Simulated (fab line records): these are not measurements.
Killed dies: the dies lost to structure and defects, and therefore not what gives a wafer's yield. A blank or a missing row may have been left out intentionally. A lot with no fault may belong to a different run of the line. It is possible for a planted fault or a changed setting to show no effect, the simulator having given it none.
Which tool did it? :: flow sky130 :: Sampling: 13 lots, 39 wafers, 3 of 708 route steps

## WHAT EACH GAUGE READ, for each wafer
SKY_POLY_GATE_THK_MEAS_04. Usual: POLY_GATE_CVD_03_THK gives 75.3 nm (standard deviation 0.72).
lot: L210
measured: day 15 10:19
on: film metro-03
POLY_GATE_CVD_03_THK (nm): 75.4 74.4 74.5
flag: 

lot: L211
measured: day 15 12:08
on: film metro-02
POLY_GATE_CVD_03_THK (nm): 75.7 76.1 76.1
flag: 

lot: L212
measured: day 15 20:42
on: film metro-02
POLY_GATE_CVD_03_THK (nm): 75.2 75.2 74.7
flag: 

lot: L213
measured: day 16 18:13
on: film metro-02
POLY_GATE_CVD_03_THK (nm): 75.9 76.6 76.0
flag: 

lot: L214
measured: day 17 08:31
on: film metro-02
POLY_GATE_CVD_03_THK (nm): 74.3 74.9 74.3
flag: 

lot: L219
measured: day 19 03:58
on: film metro-02
POLY_GATE_CVD_03_THK (nm): 73.8 74.1 74.2
flag: 

lot: L220
measured: day 19 03:58
on: film metro-03
POLY_GATE_CVD_03_THK (nm): 75.4 75.3 75.3
flag: 

lot: L221
measured: day 19 10:31
on: film metro-03
POLY_GATE_CVD_03_THK (nm): 75.6 75.4 74.9
flag: 

lot: L222
measured: day 19 17:52
on: film metro-03
POLY_GATE_CVD_03_THK (nm): 75.0 75.1 75.8
flag: 

lot: L223
measured: day 19 22:33
on: film metro-02
POLY_GATE_CVD_03_THK (nm): 76.0 75.8 75.8
flag: 

lot: L230
measured: day 22 18:16
on: film metro-03
POLY_GATE_CVD_03_THK (nm): 76.1 76.3 76.0
flag: 

lot: L231
measured: day 23 03:57
on: film metro-04
POLY_GATE_CVD_03_THK (nm): 75.8 75.6 75.8
flag: 

lot: L233
measured: day 23 19:27
on: film metro-04
POLY_GATE_CVD_03_THK (nm): 75.7 75.4 76.5
flag: 

SKY_POLY_GATE_CD_MEAS_13 targets a cd of 150 nm. Usual: cd nm reads 149.7 nm (standard deviation 1.3).
lot: L210
measured: day 16 13:56
on: cd sem-01
cd nm (nm): 151.8 150.7 150.6
flag: 

lot: L211
measured: day 16 16:21
on: cd sem-01
cd nm (nm): 149.0 149.8 150.7
flag: 

lot: L212
measured: day 17 00:43
on: cd sem-01
cd nm (nm): 146.4 146.8 145.2
flag: 

lot: L213
measured: day 17 22:13
on: cd sem-02
cd nm (nm): 152.3 150.7 150.9
flag: 

lot: L214
measured: day 18 13:26
on: cd sem-02
cd nm (nm): 152.7 152.7 151.9
flag: 

lot: L219
measured: day 20 10:39
on: cd sem-02
cd nm (nm): 149.7 149.2 150.3
flag: 

lot: L220
measured: day 20 10:47
on: cd sem-02
cd nm (nm): 151.6 150.4 150.2
flag: 

lot: L221
measured: day 20 17:40
on: cd sem-02
cd nm (nm): 149.5 149.6 148.0
flag: 

lot: L222
measured: day 21 01:09
on: cd sem-01
cd nm (nm): 148.4 150.2 150.2
flag: 

lot: L223
measured: day 21 05:15
on: cd sem-01
cd nm (nm): 149.7 149.2 149.8
flag: 

lot: L230
measured: day 24 00:56
on: cd sem-02
cd nm (nm): 148.9 149.8 148.5
flag: 

lot: L231
measured: day 24 10:15
on: cd sem-02
cd nm (nm): 150.1 149.2 149.3
flag: 

lot: L233
measured: day 25 01:00
on: cd sem-02
cd nm (nm): 149.9 149.7 149.3
flag: 

## WHICH TOOL RAN EACH LOT (tool, then ch and the chambers of the sampled wafers, then the start)
lot: L210
SKY_SONOS_ONO_STRIP_17: plasma asher-04 ch 0,1, day 12 19:47

lot: L211
SKY_SONOS_ONO_STRIP_17: plasma asher-02 ch 0,1, day 12 23:29

lot: L212
SKY_SONOS_ONO_STRIP_17: plasma asher-04 ch 1, day 13 07:34

lot: L213
SKY_SONOS_ONO_STRIP_17: plasma asher-02 ch 0,1, day 14 01:08

lot: L214
SKY_SONOS_ONO_STRIP_17: plasma asher-01 ch 0,1, day 14 18:07

lot: L219
SKY_SONOS_ONO_STRIP_17: plasma asher-04 ch 0,1, day 16 05:10

lot: L220
SKY_SONOS_ONO_STRIP_17: plasma asher-02 ch 0, day 16 05:48

lot: L221
SKY_SONOS_ONO_STRIP_17: plasma asher-02 ch 0,1, day 16 09:04

lot: L222
SKY_SONOS_ONO_STRIP_17: plasma asher-01 ch 0,1, day 16 23:24

lot: L223
SKY_SONOS_ONO_STRIP_17: plasma asher-02 ch 0,1, day 17 03:05

lot: L230
SKY_SONOS_ONO_STRIP_17: plasma asher-02 ch 0,1, day 19 20:18

lot: L231
SKY_SONOS_ONO_STRIP_17: plasma asher-02 ch 0,1, day 20 06:19

lot: L233
SKY_SONOS_ONO_STRIP_17: plasma asher-01 ch 0,1, day 20 20:25
- SKY_SONOS_ONO_STRIP_17: strips in O2/N2.

## AS READ BY THE TOOLS THEMSELVES (means over the sampled wafers that have a number; for cases with no such wafer, the mark the record gives instead)
SKY_SONOS_ONO_STRIP_17. Usual: drypump motor current A 5.6 A, standard deviation 0.34; oes product au 0.709 a.u., standard deviation 0.0045; strip time to endpoint s 14.11 s, standard deviation 0.044.
lot: L210
tool: plasma asher-04
drypump motor current A (A): 5.4
oes product au (a.u.): 0.715
strip time to endpoint s (s): 14.10
flag: 

lot: L211
tool: plasma asher-02
drypump motor current A (A): 6.0
oes product au (a.u.): 0.710
strip time to endpoint s (s): 14.10
flag: 

lot: L212
tool: plasma asher-04
drypump motor current A (A): 5.6
oes product au (a.u.): 0.708
strip time to endpoint s (s): 14.14
flag: 

lot: L213
tool: plasma asher-02
drypump motor current A (A): 6.0
oes product au (a.u.): 0.717
strip time to endpoint s (s): 14.13
flag: 

lot: L214
tool: plasma asher-01
drypump motor current A (A): 5.4
oes product au (a.u.): 0.703
strip time to endpoint s (s): 14.05
flag: 

lot: L219
tool: plasma asher-04
drypump motor current A (A): 5.4
oes product au (a.u.): 0.710
strip time to endpoint s (s): 14.19
flag: 

lot: L220
tool: plasma asher-02
drypump motor current A (A): 6.0
oes product au (a.u.): 0.712
strip time to endpoint s (s): 14.17
flag: 

lot: L221
tool: plasma asher-02
drypump motor current A (A): 6.0
oes product au (a.u.): 0.715
strip time to endpoint s (s): 14.10
flag: 

lot: L222
tool: plasma asher-01
drypump motor current A (A): 5.4
oes product au (a.u.): 0.708
strip time to endpoint s (s): 14.03
flag: 

lot: L223
tool: plasma asher-02
drypump motor current A (A): 6.1
oes product au (a.u.): 0.709
strip time to endpoint s (s): 14.10
flag: 

lot: L230
tool: plasma asher-02
drypump motor current A (A): 6.1
oes product au (a.u.): 0.706
strip time to endpoint s (s): 14.12
flag: 

lot: L231
tool: plasma asher-02
drypump motor current A (A): 6.1
oes product au (a.u.): 0.713
strip time to endpoint s (s): 14.12
flag: 

lot: L233
tool: plasma asher-01
drypump motor current A (A): 5.3
oes product au (a.u.): 0.708
strip time to endpoint s (s): 14.11
flag: 

## THE ANSWER, worked out from the rows above alone
Rule: take the mean of a lot's wafers that have a number; if it is more than 3 standard deviations from the usual mean, the lot is off. Also off: a lot with no number at a reading for which 4 or more lots have one. The other lots that the step has rows for count as sound. The gauges are gone through in route order, then the tools' own readings, and for those a lot's mean is taken as printed above. The first step at which some lot is off is used, and at that step the reading that is off furthest; a lot without a number counts as furthest.
Nothing can be told from this: no lot is off at any reading shown.

## WHAT THE SIMULATOR HAD PUT IN
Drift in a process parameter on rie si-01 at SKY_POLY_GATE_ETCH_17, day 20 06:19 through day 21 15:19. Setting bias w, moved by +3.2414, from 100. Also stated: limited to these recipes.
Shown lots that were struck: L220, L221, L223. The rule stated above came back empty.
